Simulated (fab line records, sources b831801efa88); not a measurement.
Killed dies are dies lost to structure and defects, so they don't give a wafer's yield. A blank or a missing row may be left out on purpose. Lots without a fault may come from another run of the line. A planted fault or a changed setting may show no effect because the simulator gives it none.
fab line records | flow sky130
record lots=13 wafers=39 last_day=50
route steps=708 shown METAL1@453 PAD_OPEN@708
lots that met no fault: from a run of the same line without faults
start_h: hours from the record's first day to the start of the lot's first wafer shown | wait_h: hours since the lot's step before | " the same as in the row above | L1.1+2: a row that stands for several wafers | - no value, or no start given | * or withheld: withheld | < > ~ a bound
route shown NAME@n: a module of which the file shows steps, and the number in the route of the first | usual: mean/standard deviation of fault-free wafers | same: alike in all rows | chamber/n: place in a boat | sites: the reading at each site | _std_site: their standard deviation | _edge_site: outer sites' mean less inner sites' | radius_mm: how far each site lies from the wafer's centre | mask NAME#n: copy n | behind: the tool/chamber that last shaped the wafer | hold: why the lot was held/for how many hours/how that ended | device: the transistor (n, p or np) that didn't switch | end of line: the same wafers' tests at the end of the route | a step without rows: its recipe alone | killed: dies lost to structure and defects at the first sort, not the wafer's yield | map: a wafer's dies, x killed, . not, _ none there
set.NAME: the setting as run; set.NAME@STEP: as run at that earlier step | model.NAME: the simulator's own value behind a step, which no gauge read
steps of the route over a sample of lots; a table a step, a row a wafer
services: from which hour (start_h, from the record's first day; less than 0 if before it) a tool's chamber was out of use, for how many hours, and why
## steps
# step SKY_METAL1_METAL_ETCH_19
# recipe target_depth_a=3600 stop_on=SiO2 over_etch_frac=0.3 time_s=78 chemistry=Cl2/BCl3 resist_sidewall_deg=88 pressure_mtorr=10 icp_w=900 bias_w=48.5 Cl2_flow_sccm=60 bcl3_flow_sccm=30
# usual drypump_motor_current_A=5.7/0.41 oes_product_au=0.853/0.0065 over_etch_frac=0.3/0 rf_fwd_power_W=894.2/2.6 throttle_valve_pct=22.264/0.0091
# columns lot.wafer tool chamber start_h wait_h drypump_motor_current_A oes_product_au over_etch_frac rf_fwd_power_W rf_hours_counter_h throttle_valve_pct
L935.3 rie_metal-02 1 780.67 0.1 5.8 0.852 0.3 896.7 - 22.262
L935.5 " 1 " " 5.7 0.852 0.3 895.0 - 22.263
L935.6 " 0 " " 5.0 0.851 0.3 894.1 - 22.275
L936.1 rie_metal-04 0 780.96 0.0 6.1 0.851 0.3 896.0 2 22.250
L936.2 " 1 " " 5.7 0.851 0.3 890.1 14 22.269
L936.5 " 0 " " 6.1 0.858 0.3 898.1 - 22.267
L939.3 rie_metal-02 1 801.61 0.1 5.7 0.850 0.3 894.1 - 22.262
L939.4 " 0 " " 5.0 0.848 0.3 893.5 - 22.256
L939.5 " 1 " " 5.8 0.870 0.3 891.5 - 22.255
L940.1 rie_metal-02 0 817.38 0.0 5.0 0.852 0.3 892.0 11 22.264
L940.2 " 1 " " 5.8 0.862 0.3 891.6 13 22.265
L940.3 " 1 " " 5.8 0.851 0.3 894.9 - 22.265
L941.3 rie_metal-04 1 820.09 0.1 5.7 0.861 0.3 898.4 - 22.264
L941.4 " 0 " " 6.1 0.839 0.3 892.4 - 22.268
L941.6 " 0 " " 6.1 0.843 0.3 890.8 - 22.280
L942.1 rie_metal-02 0 826.03 0.0 5.0 0.848 0.3 892.9 12 22.257
L942.2 " 1 " " 5.8 0.848 0.3 896.0 14 22.278
L942.4 " 0 " " 5.0 0.836 0.3 891.4 - 22.265
L944.1 rie_metal-04 0 842.33 0.1 6.1 0.856 0.3 895.9 5 22.278
L944.2 " 0 " " 6.1 0.852 0.3 893.5 - 22.267
L944.6 " 0 " " 6.1 0.849 0.3 895.3 - 22.277
L946.1 rie_metal-04 1 860.29 0.1 5.7 0.855 0.3 897.4 1 22.261
L946.5 " 1 " " 5.7 0.859 0.3 897.6 - 22.260
L946.6 " 0 " " 6.1 0.860 0.3 898.4 - 22.269
L949.3 rie_metal-04 1 879.06 0.1 5.7 0.781 0.50711 892.2 - 22.265
L949.4 " 0 " " 6.1 0.780 0.50711 895.7 - 22.255
L949.5 " 0 " " 6.1 0.780 0.50711 895.2 - 22.255
L952.2 rie_metal-04 0 905.39 0.0 6.1 0.780 0.50711 899.1 8 22.266
L952.5 " 1 " " 5.7 0.778 0.50711 895.3 - 22.244
L952.6 " 0 " " 6.1 0.783 0.50711 898.8 - 22.262
L953.1 rie_metal-04 0 909.14 0.0 6.1 0.791 0.50711 892.2 8 22.268
L953.3 " 1 " " 5.7 0.783 0.50711 893.0 - 22.261
L953.4 " 0 " " 6.1 0.788 0.50711 894.6 - 22.254
L955.2 rie_metal-02 0 919.48 0.0 5.0 0.852 0.3 900.1 17 22.280
L955.4 " 1 " " 5.8 0.855 0.3 896.4 - 22.262
L955.6 " 0 " " 5.0 0.862 0.3 893.3 - 22.269
L956.4 rie_metal-03 0 932.82 0.1 6.3 0.846 0.3 894.6 - 22.276
L956.5 " 0 " " 6.2 0.844 0.3 894.9 - 22.247
L956.6 " 0 " " 6.3 0.848 0.3 892.5 - 22.254
# step SKY_METAL1_STRIP_20
# recipe chemistry=O2/N2 power_w=1400 pressure_mtorr=1500 platen_temp_c=withheld o2_flow_sccm=3000 n2_flow_sccm=300 overash_fraction=0.5
# usual drypump_motor_current_A=5.9/0.4 oes_product_au=0.342/0.0052 strip_time_to_endpoint_s=2.68/0.05
# columns lot.wafer tool chamber start_h wait_h drypump_motor_current_A oes_product_au rf_hours_counter_h strip_time_to_endpoint_s
L935.3 plasma_asher-03 0 780.76 0.1 6.3 0.342 - 2.63
L935.5 " 0 " " 6.3 0.337 - 2.66
L935.6 " 1 " " 5.8 0.336 - 2.66
L936.1 plasma_asher-03 1 781.05 0.1 5.8 0.338 89 2.64
L936.2 " 0 " " 6.3 0.338 89 2.63
L936.5 " 1 " " 5.8 0.338 - 2.64
L939.3 plasma_asher-04 0 801.70 0.1 5.4 0.342 - 2.66
L939.4 " 1 " " 6.3 0.344 - 2.66
L939.5 " 0 " " 5.4 0.343 - 2.68
L940.1 plasma_asher-03 1 817.47 0.1 5.8 0.342 90 2.64
L940.2 " 0 " " 6.3 0.335 90 2.66
L940.3 " 0 " " 6.3 0.344 - 2.65
L941.3 plasma_asher-03 1 820.18 0.1 5.8 0.344 - 2.64
L941.4 " 0 " " 6.3 0.334 - 2.66
L941.6 " 1 " " 5.8 0.340 - 2.69
L942.1 plasma_asher-04 0 826.12 0.1 5.4 0.346 10 2.70
L942.2 " 1 " " 6.3 0.343 10 2.68
L942.4 " 1 " " 6.3 0.343 - 2.70
L944.1 plasma_asher-04 1 842.51 0.1 6.3 0.340 12 2.68
L944.2 " 0 " " 5.4 0.342 12 2.65
L944.6 " 0 " " 5.4 0.337 - 2.70
L946.1 plasma_asher-03 1 860.41 0.1 5.8 0.346 95 2.78
L946.5 " 1 " " 5.8 0.352 - 2.79
L946.6 " 0 " " 6.4 0.340 - 2.70
L949.3 plasma_asher-04 0 879.15 0.1 5.4 0.323 - 2.33
L949.4 " 1 " " 6.3 0.324 - 2.25
L949.5 " 1 " " 6.3 0.323 - 2.22
L952.2 plasma_asher-04 0 905.48 0.1 5.4 0.325 20 2.25
L952.5 " 0 " " 5.4 0.324 - 2.33
L952.6 " 1 " " 6.3 0.321 - 2.27
L953.1 plasma_asher-04 0 909.23 0.1 5.4 0.326 20 2.29
L953.3 " 0 " " 5.3 0.333 - 2.37
L953.4 " 1 " " 6.3 0.324 - 2.27
L955.2 plasma_asher-01 0 919.57 0.1 6.1 0.343 76 2.68
L955.4 " 1 " " 5.5 0.350 - 2.78
L955.6 " 0 " " 6.1 0.353 - 2.72
L956.4 plasma_asher-03 1 932.94 0.1 5.8 0.333 - 2.67
L956.5 " 0 " " 6.3 0.343 - 2.67
L956.6 " 1 " " 5.8 0.343 - 2.65
# step SKY_PAD_OPEN_PROBE_99
# usual defect_limited_yield=82.6/1.8 killed_at_M0_to_M3=43/6.6 killed_at_M4_up=3.4/1.8 killed_at_contacts=24/4.9 killed_at_front_end=15/4.1 killed_at_other=0.3/0.55 killed_dies=85/8.8 killed_open=46/6.1 killed_short=39/5.7 sort_bin_3_pad_short=0.9/0.41 sort_bin_5_function=10.1/1.5 sort_bin_6_memory=6.4/1 sort_n_pass=407/8.8 sort_yield_pct=82.6/1.8
# same gross_dies=492 killed_at_back_side=0 sort_bin_4_leakage[%]=0 sort_bin_8_speed[%]=0
# columns lot.wafer tool chamber start_h wait_h defect_limited_yield[%] killed_at_M0_to_M3 killed_at_M4_up killed_at_contacts killed_at_front_end killed_at_other killed_dies killed_open killed_short sort_bin_3_pad_short[%] sort_bin_5_function[%] sort_bin_6_memory[%] sort_n_pass sort_yield_pct[%]
L941.3 prober-01 - 1121.82 0.2 83.3 42 3 20 16 1 82 39 42 1.0 8.5 7.1 410 83.3
L941.4 prober-01 - 1121.87 0.2 82.7 38 1 33 11 2 85 46 38 1.0 11.0 5.3 407 82.7
L941.6 prober-01 - 1121.97 0.2 79.7 43 6 35 15 1 100 54 43 0.8 12.2 7.3 392 79.7
L949.3 prober-01 - 1161.33 0.2 84.8 39 3 19 14 0 75 44 30 0.8 8.7 5.7 417 84.8
L949.4 prober-01 - 1161.38 0.2 81.1 52 4 26 11 0 93 52 40 1.0 10.4 7.5 399 81.1
L949.5 prober-01 - 1161.43 0.2 82.1 53 1 22 12 0 88 53 35 0.2 11.4 6.3 404 82.1
# killed by level:class
L941.3 LOCAL_INTERCONNECT:geometric_particle:short=8 VIA1:geometric_particle:short=7 CONTACT:geometric_particle:open=6 VIA3:geometric_particle:open=6 VIA1:geometric_particle:open=6 METAL2:geometric_particle:short=6 FIELD_ISO:geometric_particle:open=5 POLY_GATE:geometric_particle:short=4
L941.4 CONTACT:geometric_particle:open=14 LI_CONTACT:geometric_particle:open=7 LOCAL_INTERCONNECT:geometric_particle:short=6 VIA2:geometric_particle:open=6 METAL1:geometric_particle:short=5 VIA1:geometric_particle:open=5 FIELD_ISO:geometric_particle:open=4 VIA1:geometric_particle:short=4
L941.6 CONTACT:geometric_particle:open=15 LI_CONTACT:geometric_particle:open=9 VIA1:geometric_particle:open=8 METAL2:geometric_particle:short=7 LOCAL_INTERCONNECT:geometric_particle:short=6 METAL1:geometric_particle:short=5 VIA3:geometric_particle:open=5 FIELD_ISO:geometric_particle:short=3
L949.3 VIA1:geometric_particle:open=11 CONTACT:geometric_particle:open=7 FIELD_ISO:geometric_particle:open=6 METAL1:geometric_particle:short=5 LI_CONTACT:geometric_particle:open=4 LOCAL_INTERCONNECT:geometric_particle:short=4 VIA2:geometric_particle:open=4 POLY_GATE:geometric_particle:short=3
L949.4 VIA2:geometric_particle:open=11 VIA1:geometric_particle:open=9 LI_CONTACT:geometric_particle:open=7 METAL2:geometric_particle:short=7 LOCAL_INTERCONNECT:geometric_particle:short=6 CONTACT:geometric_particle:open=6 VIA3:geometric_particle:open=6 CONTACT:geometric_particle:short=5
L949.5 VIA1:geometric_particle:open=12 VIA3:geometric_particle:open=10 CONTACT:geometric_particle:open=9 LI_CONTACT:geometric_particle:open=8 VIA1:geometric_particle:short=8 VIA2:geometric_particle:open=7 METAL1:geometric_particle:short=5 METAL2:geometric_particle:short=5
## services
# columns tool chamber start_h hours kind
plasma_asher-03 - 782.06 28.1 pm
plasma_asher-01 - 814.61 38.1 repair
rie_metal-04 1 823.37 - clean
rie_metal-04 1 823.37 19.4 scheduled_down
rie_metal-04 1 823.37 19.4 vent_cycle
plasma_asher-01 - 839.12 10.7 repair
plasma_asher-01 - 860.32 8.4 repair
plasma_asher-01 - 871.00 14.6 pm
rie_metal-02 1 891.73 - clean
rie_metal-02 1 891.73 24.0 scheduled_down
rie_metal-02 1 891.73 24.0 vent_cycle
rie_metal-03 - 894.80 14.6 pm
rie_metal-03 1 910.44 - clean
rie_metal-03 1 910.44 22.9 scheduled_down
rie_metal-03 1 910.44 22.9 vent_cycle
plasma_asher-03 - 914.57 0.8 repair
rie_metal-03 0 918.42 1.0 repair
## key
first_sign step=SKY_METAL1_METAL_ETCH_19 reading=over_etch_frac direction=up sigmas=99+ usual=0.3 struck=0.50711
effect step=SKY_METAL1_METAL_ETCH_19 reading=oes_product_au direction=down sigmas=11 usual=0.853 struck=0.783
effect step=SKY_METAL1_STRIP_20 reading=strip_time_to_endpoint_s direction=down sigmas=7.9 usual=* struck=*
met_at SKY_METAL1_METAL_ETCH_19
struck_lots L949,L952,L953
onset_between 860.29 879.06
fault kind=process_parameter_drift tool=rie_metal-04 chamber=- onset_h=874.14 steps=SKY_METAL1_METAL_ETCH_19 channel=over_etch_frac offset=0.20711 shape=step end_h=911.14 acts_in=these_recipes_only stated=0.3
